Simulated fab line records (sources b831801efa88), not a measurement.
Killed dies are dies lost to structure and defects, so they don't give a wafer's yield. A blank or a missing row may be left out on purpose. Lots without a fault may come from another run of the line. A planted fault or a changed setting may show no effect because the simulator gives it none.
Which of the tools did it? | flow gf180mcu | 38 wafers from 13 lots sampled at 5 of the route's 602 steps

## WHAT EACH GAUGE READ, for each wafer
GF_NSD_OVL_MEAS_08. Usual: for NSD_OVL the level is 0.9 nm and the standard deviation is 1.5.
lot  | measured     | on         | NSD_OVL (nm)  | flag
L705 | day 13 18:43 | overlay-01 | 0.0 1.4 -1.0  |
L706 | day 13 21:36 | overlay-02 | 2.8 2.1 2.9   |
L707 | day 14 04:34 | overlay-02 | 2.2 2.2 1.3   |
L708 | day 14 16:51 | overlay-02 | 1.4 0.4 0.5   |
L709 | day 14 22:46 | overlay-02 | -0.3 0.5 -0.6 |
L710 | day 15 14:49 | overlay-02 | 0.2 0.5 0.4   |
L712 | day 16 08:07 | overlay-01 | 1.9 4.2 1.5   |
L713 | day 16 12:34 | overlay-01 | 1.5 -1.2 1.1  |
L715 | day 17 11:00 | overlay-02 | 0.0 0.4 0.0   |
L721 | day 19 11:19 | overlay-01 | -2.2 -1.1     |
L722 | day 19 14:52 | overlay-02 | 0.3 -0.4 1.9  |
L726 | day 21 02:22 | overlay-02 | 1.3 1.2 1.3   |
L727 | day 21 03:35 | overlay-01 | 0.5 -0.8 2.2  |

GF_PSD_RS_MEAS_14: a four-point-probe measurement. Usual: for NSD_RS the level is 46.13 ohm/sq and the standard deviation is 0.088.
lot  | measured     | on            | NSD_RS (ohm/sq)   | flag
L705 | day 14 16:28 | film-metro-01 | 46.13 46.06 46.22 |
L706 | day 14 19:18 | film-metro-01 | 46.09 46.00 46.18 |
L707 | day 15 02:11 | film-metro-01 | 46.10 46.10 46.13 |
L708 | day 15 14:59 | film-metro-01 | 46.01 46.08 46.24 |
L709 | day 15 21:17 | film-metro-02 | 46.04 46.02 46.13 |
L710 | day 16 14:11 | film-metro-04 | 46.25 46.21 46.13 |
L712 | day 17 06:49 | film-metro-01 | 46.13 46.14 46.05 |
L713 | day 17 11:49 | film-metro-02 | 46.08 46.15 46.04 |
L715 | day 18 11:22 | film-metro-01 | 46.12 46.10 46.04 |
L721 | day 20 12:08 | film-metro-01 | 46.15 46.19       |
L722 | day 20 15:37 | film-metro-04 | 46.17 46.33 46.21 |
L726 | day 22 03:07 | film-metro-02 | 45.93 45.98 45.96 |
L727 | day 22 04:10 | film-metro-02 | 46.15 46.16 46.11 |

GF_SAB_THK_MEAS_01. Usual: for SAB_CVD_00_THK the level is 50.0 nm and the standard deviation is 0.68.
lot  | measured     | on            | SAB_CVD_00_THK (nm) | flag
L705 | day 14 16:43 | film-metro-04 | 48.5 49.0 49.8      |
L706 | day 14 19:34 | film-metro-04 | 49.7 49.0 51.0      |
L707 | day 15 02:25 | film-metro-03 | 50.8 50.7 50.1      |
L708 | day 15 15:14 | film-metro-02 | 49.2 48.6 49.8      |
L709 | day 15 21:31 | film-metro-04 | 50.9 50.7 50.7      |
L710 | day 16 14:25 | film-metro-03 | 50.1 50.4 49.8      |
L712 | day 17 07:04 | film-metro-04 | 49.6 50.7 50.9      |
L713 | day 17 12:04 | film-metro-03 | 49.7 49.7 49.8      |
L715 | day 18 11:37 | film-metro-04 | 48.9 50.5 49.9      |
L721 | day 20 12:22 | film-metro-04 | 51.2 30.4           | OFF
L722 | day 20 15:52 | film-metro-02 | 49.7 51.0 50.1      |
L726 | day 22 03:22 | film-metro-03 | 49.2 49.7 50.1      |
L727 | day 22 04:35 | film-metro-02 | 49.1 49.3 49.6      |

## EACH LOT AND THE TOOL THAT RAN IT (in order: tool; ch and the chambers of the sampled wafers; start)
lot  | GF_HV_LDD_STRIP_37                   | GF_SAB_CVD_00
L705 | plasma-asher-03 ch 0, day 11 21:38   | pecvd-04 ch 0,1, day 14 16:41
L706 | plasma-asher-04 ch 0,1, day 12 02:34 | pecvd-03 ch 0,1,2, day 14 19:32
L707 | plasma-asher-02 ch 0,1, day 12 09:01 | pecvd-03 ch 0,1,2, day 15 02:22
L708 | plasma-asher-02 ch 0,1, day 12 20:43 | pecvd-04 ch 0,2, day 15 15:13
L709 | plasma-asher-02 ch 0,1, day 13 01:37 | pecvd-03 ch 0,1,2, day 15 21:29
L710 | plasma-asher-02 ch 0,1, day 13 17:34 | pecvd-03 ch 0,1,2, day 16 14:22
L712 | plasma-asher-04 ch 0,1, day 14 10:28 | pecvd-04 ch 0,2, day 17 07:01
L713 | plasma-asher-03 ch 0,1, day 14 15:04 | pecvd-04 ch 1,2, day 17 12:01
L715 | plasma-asher-03 ch 0,1, day 15 10:37 | pecvd-01 ch 0,2, day 18 11:36
L721 | plasma-asher-02 ch 0,1, day 17 08:43 | pecvd-03 ch 0,1, day 20 12:20
L722 | plasma-asher-02 ch 0,1, day 17 12:52 | pecvd-04 ch 0,2, day 20 15:49
L726 | plasma-asher-02 ch 0,1, day 18 22:18 | pecvd-04 ch 1,2, day 22 03:19
L727 | plasma-asher-04 ch 0,1, day 19 00:05 | pecvd-01 ch 1,2, day 22 04:24
- GF_HV_LDD_STRIP_37: strips in O2/N2.
- GF_SAB_CVD_00: deposits SiO2 from TEOS, target thk 50 nm, time 4.9302 s.

## AS READ BY THE TOOLS THEMSELVES (means over the sampled wafers that have a number; for cases with no such wafer, the mark the record gives instead)
GF_HV_LDD_STRIP_37. Usual: drypump-motor-current-A 6.04 A, standard deviation 0.15; heater-power-w 336 W, standard deviation 17; oes-product-au 0.716 a.u., standard deviation 0.0051; strip-time-to-endpoint-s 12.63 s, standard deviation 0.035.
lot  | tool            | drypump-motor-current-A (A) | heater-power-w (W) | oes-product-au (a.u.) | strip-time-to-endpoint-s (s) | flag
L705 | plasma-asher-03 | 6.23                        | 306                | 0.713                 | 12.60                        |
L706 | plasma-asher-04 | 5.95                        | 339                | 0.715                 | 12.64                        |
L707 | plasma-asher-02 | 6.10                        | 333                | 0.716                 | 12.65                        |
L708 | plasma-asher-02 | 6.06                        | 336                | 0.713                 | 12.60                        |
L709 | plasma-asher-02 | 6.10                        | 345                | 0.711                 | 12.64                        |
L710 | plasma-asher-02 | 6.10                        | 337                | 0.715                 | 12.65                        |
L712 | plasma-asher-04 | 5.94                        | 336                | 0.720                 | 12.70                        |
L713 | plasma-asher-03 | 6.08                        | 333                | 0.716                 | 12.60                        |
L715 | plasma-asher-03 | 6.08                        | 329                | 0.715                 | 12.59                        |
L721 | plasma-asher-02 | 6.07                        | 338                | 0.712                 | 12.63                        |
L722 | plasma-asher-02 | 6.10                        | 338                | 0.716                 | 12.64                        |
L726 | plasma-asher-02 | 6.14                        | 334                | 0.717                 | 12.64                        |
L727 | plasma-asher-04 | 6.03                        | 333                | 0.717                 | 12.64                        |

GF_SAB_CVD_00. Usual: heater-power-w reads 679 W (standard deviation 120).
lot  | tool     | heater-power-w (W) | flag
L705 | pecvd-04 | 611                |
L706 | pecvd-03 | 694                |
L707 | pecvd-03 | 727                |
L708 | pecvd-04 | 739                |
L709 | pecvd-03 | 714                |
L710 | pecvd-03 | 715                |
L712 | pecvd-04 | 698                |
L713 | pecvd-04 | 618                |
L715 | pecvd-01 | 702                |
L721 | pecvd-03 | 737                |
L722 | pecvd-04 | 639                |
L726 | pecvd-04 | 663                |
L727 | pecvd-01 | 643                |

## THE ANSWER, worked out from the rows above alone
Rule: a lot is off if the mean of its wafers that have a number lies more than 3 standard deviations from the usual mean. A lot without any number at a reading at which 4 lots or more have one is off too. Any other lot the step has rows for is counted as sound. Order of review: gauges by route order, followed by the tools' own readings, for which a lot's mean as printed above is used. At the first step where some lot is off, the reading lying furthest off is the one used; lots without a number count as furthest.
Off: L721, seen at GF_SAB_THK_MEAS_01 (SAB_CVD_00_THK).
A tool fits if, at a process step before that reading, it ran every lot that is off, and no sound lot after the first of them. Those tools and the gauges at GF_SAB_THK_MEAS_01 are tried in the same way. This does not decide it: 2 tools fit, namely pecvd-03 at GF_SAB_CVD_00 and film-metro-04 at GF_SAB_THK_MEAS_01.

## WHAT THE SIMULATOR HAD PUT IN
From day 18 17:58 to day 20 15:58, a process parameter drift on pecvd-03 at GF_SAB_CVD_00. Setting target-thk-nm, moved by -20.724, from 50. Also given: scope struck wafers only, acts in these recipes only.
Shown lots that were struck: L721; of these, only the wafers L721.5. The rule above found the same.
